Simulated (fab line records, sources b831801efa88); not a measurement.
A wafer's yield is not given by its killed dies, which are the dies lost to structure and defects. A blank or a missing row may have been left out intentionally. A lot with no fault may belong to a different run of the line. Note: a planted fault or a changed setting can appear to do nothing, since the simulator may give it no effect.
What tool caused it? || flow sfq-line || 14 lots with 41 wafers sampled at 3 steps, on a route of 325 steps

== WHAT THE GAUGES SHOWED, per wafer ==
SFQ_C5_OVL_MEAS_937.
{"lot": "L390", "measured": "day 69 16:41", "on": "overlay-01", "C5_OVL (nm)": "-5 -12 -3"}
{"lot": "L391", "measured": "day 69 19:05", "on": "overlay-01", "C5_OVL (nm)": "-15 -8 -9"}
{"lot": "L392", "measured": "day 69 21:36", "on": "overlay-01", "C5_OVL (nm)": "13 2 -2"}
{"lot": "L393", "measured": "day 70 14:36", "on": "overlay-01", "C5_OVL (nm)": "-2 -3 -5"}
{"lot": "L394", "measured": "day 70 19:23", "on": "overlay-02", "C5_OVL (nm)": "4 12 7"}
{"lot": "L395", "measured": "day 71 11:28", "on": "overlay-01", "C5_OVL (nm)": "7 8 6"}
{"lot": "L396", "measured": "day 71 20:30", "on": "overlay-01", "C5_OVL (nm)": "1 0 -3"}
{"lot": "L402", "measured": "day 78 11:49", "on": "overlay-02", "C5_OVL (nm)": "3 0"}
{"lot": "L404", "measured": "day 79 11:57", "on": "overlay-02", "C5_OVL (nm)": "3 5 5"}
{"lot": "L405", "measured": "day 79 17:56", "on": "overlay-01", "C5_OVL (nm)": "10 0 3"}
{"lot": "L406", "measured": "day 79 20:50", "on": "overlay-02", "C5_OVL (nm)": "-1 3 2"}
{"lot": "L408", "measured": "day 80 05:55", "on": "overlay-02", "C5_OVL (nm)": "5 0 11"}
{"lot": "L409", "measured": "day 80 08:19", "on": "overlay-01", "C5_OVL (nm)": "3 -4 5"}
{"lot": "L412", "measured": "day 80 19:07", "on": "overlay-02", "C5_OVL (nm)": "-11 -6 -7"}

== WHAT TOOL EACH LOT RAN ON (gives the tool, then ch and the chambers of the sampled wafers, and finally the start) ==
{"lot": "L390", "SFQ_TRILAYER_R5_BARC_OPEN_METAL_ETCH_177": "rie-metal-02 ch 0,1, day 65 00:06", "SFQ_TRILAYER_A5C_DEP_PECVD_142": "pecvd-02 ch 1,2, day 65 01:00"}
{"lot": "L391", "SFQ_TRILAYER_R5_BARC_OPEN_METAL_ETCH_177": "rie-metal-03 ch 0,1, day 65 01:26", "SFQ_TRILAYER_A5C_DEP_PECVD_142": "pecvd-03 ch 1,2, day 65 02:19"}
{"lot": "L392", "SFQ_TRILAYER_R5_BARC_OPEN_METAL_ETCH_177": "rie-metal-02 ch 0, day 66 08:12", "SFQ_TRILAYER_A5C_DEP_PECVD_142": "pecvd-02 ch 1,2, day 66 09:49"}
{"lot": "L393", "SFQ_TRILAYER_R5_BARC_OPEN_METAL_ETCH_177": "rie-metal-04 ch 0,1, day 70 07:56", "SFQ_TRILAYER_A5C_DEP_PECVD_142": "pecvd-01 ch 0,2, day 70 08:50"}
{"lot": "L394", "SFQ_TRILAYER_R5_BARC_OPEN_METAL_ETCH_177": "rie-metal-03 ch 0,1, day 70 12:28", "SFQ_TRILAYER_A5C_DEP_PECVD_142": "pecvd-03 ch 0,2, day 70 13:22"}
{"lot": "L395", "SFQ_TRILAYER_R5_BARC_OPEN_METAL_ETCH_177": "rie-metal-04 ch 0,1, day 71 05:02", "SFQ_TRILAYER_A5C_DEP_PECVD_142": "pecvd-03 ch 0,1,2, day 71 05:56"}
{"lot": "L396", "SFQ_TRILAYER_R5_BARC_OPEN_METAL_ETCH_177": "rie-metal-03 ch 0,1, day 71 14:01", "SFQ_TRILAYER_A5C_DEP_PECVD_142": "pecvd-02 ch 0,1,2, day 71 14:54"}
{"lot": "L402", "SFQ_TRILAYER_R5_BARC_OPEN_METAL_ETCH_177": "rie-metal-03 ch 0,1, day 74 18:43", "SFQ_TRILAYER_A5C_DEP_PECVD_142": "pecvd-03 ch 0,1, day 74 19:38"}
{"lot": "L404", "SFQ_TRILAYER_R5_BARC_OPEN_METAL_ETCH_177": "rie-metal-02 ch 0,1, day 75 09:07", "SFQ_TRILAYER_A5C_DEP_PECVD_142": "pecvd-03 ch 0,2, day 75 10:11"}
{"lot": "L405", "SFQ_TRILAYER_R5_BARC_OPEN_METAL_ETCH_177": "rie-metal-02 ch 0,1, day 75 13:38", "SFQ_TRILAYER_A5C_DEP_PECVD_142": "pecvd-01 ch 0,1,2, day 75 14:32"}
{"lot": "L406", "SFQ_TRILAYER_R5_BARC_OPEN_METAL_ETCH_177": "rie-metal-02 ch 0,1, day 75 16:02", "SFQ_TRILAYER_A5C_DEP_PECVD_142": "pecvd-01 ch 0,1, day 75 16:56"}
{"lot": "L408", "SFQ_TRILAYER_R5_BARC_OPEN_METAL_ETCH_177": "rie-metal-04 ch 0,1, day 76 00:46", "SFQ_TRILAYER_A5C_DEP_PECVD_142": "pecvd-02 ch 0,1,2, day 76 01:40"}
{"lot": "L409", "SFQ_TRILAYER_R5_BARC_OPEN_METAL_ETCH_177": "rie-metal-02 ch 0,1, day 76 01:58", "SFQ_TRILAYER_A5C_DEP_PECVD_142": "pecvd-01 ch 1,2, day 76 02:52"}
{"lot": "L412", "SFQ_TRILAYER_R5_BARC_OPEN_METAL_ETCH_177": "rie-metal-02 ch 0,1, day 76 13:23", "SFQ_TRILAYER_A5C_DEP_PECVD_142": "pecvd-01 ch 0,1,2, day 76 14:17"}
- SFQ_TRILAYER_R5_BARC_OPEN_METAL_ETCH_177: etches BARC in O2, target depth 125 nm, time 41.7 s.
- SFQ_TRILAYER_A5C_DEP_PECVD_142: deposits SiO2 from SiH4/N2O, time 15.556 s, target thk 70 nm.

== WHAT THE TOOLS THEMSELVES READ (means of the sampled wafers that have a number; where no wafer has one, the mark that the record gives instead) ==
SFQ_TRILAYER_R5_BARC_OPEN_METAL_ETCH_177.
{"lot": "L390", "tool": "rie-metal-02", "chamber-pressure-mTorr (mTorr)": 9.992, "drypump-motor-current-A (A)": 5.7, "oes-product-au (a.u.)": 0.684}
{"lot": "L391", "tool": "rie-metal-03", "chamber-pressure-mTorr (mTorr)": 9.996, "drypump-motor-current-A (A)": 5.6, "oes-product-au (a.u.)": 0.681}
{"lot": "L392", "tool": "rie-metal-02", "chamber-pressure-mTorr (mTorr)": 10.008, "drypump-motor-current-A (A)": 5.3, "oes-product-au (a.u.)": 0.685}
{"lot": "L393", "tool": "rie-metal-04", "chamber-pressure-mTorr (mTorr)": 9.998, "drypump-motor-current-A (A)": 5.2, "oes-product-au (a.u.)": 0.688}
{"lot": "L394", "tool": "rie-metal-03", "chamber-pressure-mTorr (mTorr)": 10.003, "drypump-motor-current-A (A)": 5.7, "oes-product-au (a.u.)": 0.685}
{"lot": "L395", "tool": "rie-metal-04", "chamber-pressure-mTorr (mTorr)": 9.985, "drypump-motor-current-A (A)": 5.2, "oes-product-au (a.u.)": 0.683}
{"lot": "L396", "tool": "rie-metal-03", "chamber-pressure-mTorr (mTorr)": 9.995, "drypump-motor-current-A (A)": 5.6, "oes-product-au (a.u.)": 0.687}
{"lot": "L402", "tool": "rie-metal-03", "chamber-pressure-mTorr (mTorr)": 9.995, "drypump-motor-current-A (A)": 5.7, "oes-product-au (a.u.)": 0.691}
{"lot": "L404", "tool": "rie-metal-02", "chamber-pressure-mTorr (mTorr)": 9.996, "drypump-motor-current-A (A)": 6.0, "oes-product-au (a.u.)": 0.685}
{"lot": "L405", "tool": "rie-metal-02", "chamber-pressure-mTorr (mTorr)": 9.999, "drypump-motor-current-A (A)": 6.1, "oes-product-au (a.u.)": 0.689}
{"lot": "L406", "tool": "rie-metal-02", "chamber-pressure-mTorr (mTorr)": 10.010, "drypump-motor-current-A (A)": 6.0, "oes-product-au (a.u.)": 0.683}
{"lot": "L408", "tool": "rie-metal-04", "chamber-pressure-mTorr (mTorr)": 9.996, "drypump-motor-current-A (A)": 5.2, "oes-product-au (a.u.)": 0.684}
{"lot": "L409", "tool": "rie-metal-02", "chamber-pressure-mTorr (mTorr)": 9.998, "drypump-motor-current-A (A)": 5.7, "oes-product-au (a.u.)": 0.684}
{"lot": "L412", "tool": "rie-metal-02", "chamber-pressure-mTorr (mTorr)": 9.994, "drypump-motor-current-A (A)": 6.1, "oes-product-au (a.u.)": 0.683}

SFQ_TRILAYER_A5C_DEP_PECVD_142.
{"lot": "L390", "tool": "pecvd-02", "heater-power-w (W)": 106, "throttle-valve-pct (%)": 28.0}
{"lot": "L391", "tool": "pecvd-03", "heater-power-w (W)": 76, "throttle-valve-pct (%)": 23.3}
{"lot": "L392", "tool": "pecvd-02", "heater-power-w (W)": 101, "throttle-valve-pct (%)": 27.1}
{"lot": "L393", "tool": "pecvd-01", "heater-power-w (W)": 92, "throttle-valve-pct (%)": 25.8}
{"lot": "L394", "tool": "pecvd-03", "heater-power-w (W)": 94, "throttle-valve-pct (%)": 25.0}
{"lot": "L395", "tool": "pecvd-03", "heater-power-w (W)": 82, "throttle-valve-pct (%)": 24.3}
{"lot": "L396", "tool": "pecvd-02", "heater-power-w (W)": 95, "throttle-valve-pct (%)": 26.7}
{"lot": "L402", "tool": "pecvd-03", "heater-power-w (W)": 94, "throttle-valve-pct (%)": 25.5}
{"lot": "L404", "tool": "pecvd-03", "heater-power-w (W)": 95, "throttle-valve-pct (%)": 25.5}
{"lot": "L405", "tool": "pecvd-01", "heater-power-w (W)": 91, "throttle-valve-pct (%)": 23.5}
{"lot": "L406", "tool": "pecvd-01", "heater-power-w (W)": 90, "throttle-valve-pct (%)": 23.8}
{"lot": "L408", "tool": "pecvd-02", "heater-power-w (W)": 91, "throttle-valve-pct (%)": 26.6}
{"lot": "L409", "tool": "pecvd-01", "heater-power-w (W)": 104, "throttle-valve-pct (%)": 23.5}
{"lot": "L412", "tool": "pecvd-01", "heater-power-w (W)": 87, "throttle-valve-pct (%)": 23.6}

== THE ANSWER, worked out from the rows above alone ==
Rule: the lots themselves supply what counts as usual. Put in order of their means at a reading, lots are off if they are a third of the lots or fewer, leave a main group of 4 or more, and stand apart from it by a gap of 3 or more times the standard deviation of the main group's means; of several such gaps the widest counts. The tables above print the reading to a certain number of digits; a main group whose means all agree to those digits is not used. Also off: a lot with no number at a reading for which 4 or more lots have one. All remaining lots with rows at the step are treated as sound. The gauges are gone through in route order, then the tools' own readings, and for those a lot's mean is taken as printed above. The first step at which some lot is off is used, and at that step the reading that is off furthest; a lot without a number counts as furthest.
No lot is off on any of the readings shown, so nothing can be concluded from this.

== WHAT HAD BEEN PUT IN BY THE SIMULATOR ==
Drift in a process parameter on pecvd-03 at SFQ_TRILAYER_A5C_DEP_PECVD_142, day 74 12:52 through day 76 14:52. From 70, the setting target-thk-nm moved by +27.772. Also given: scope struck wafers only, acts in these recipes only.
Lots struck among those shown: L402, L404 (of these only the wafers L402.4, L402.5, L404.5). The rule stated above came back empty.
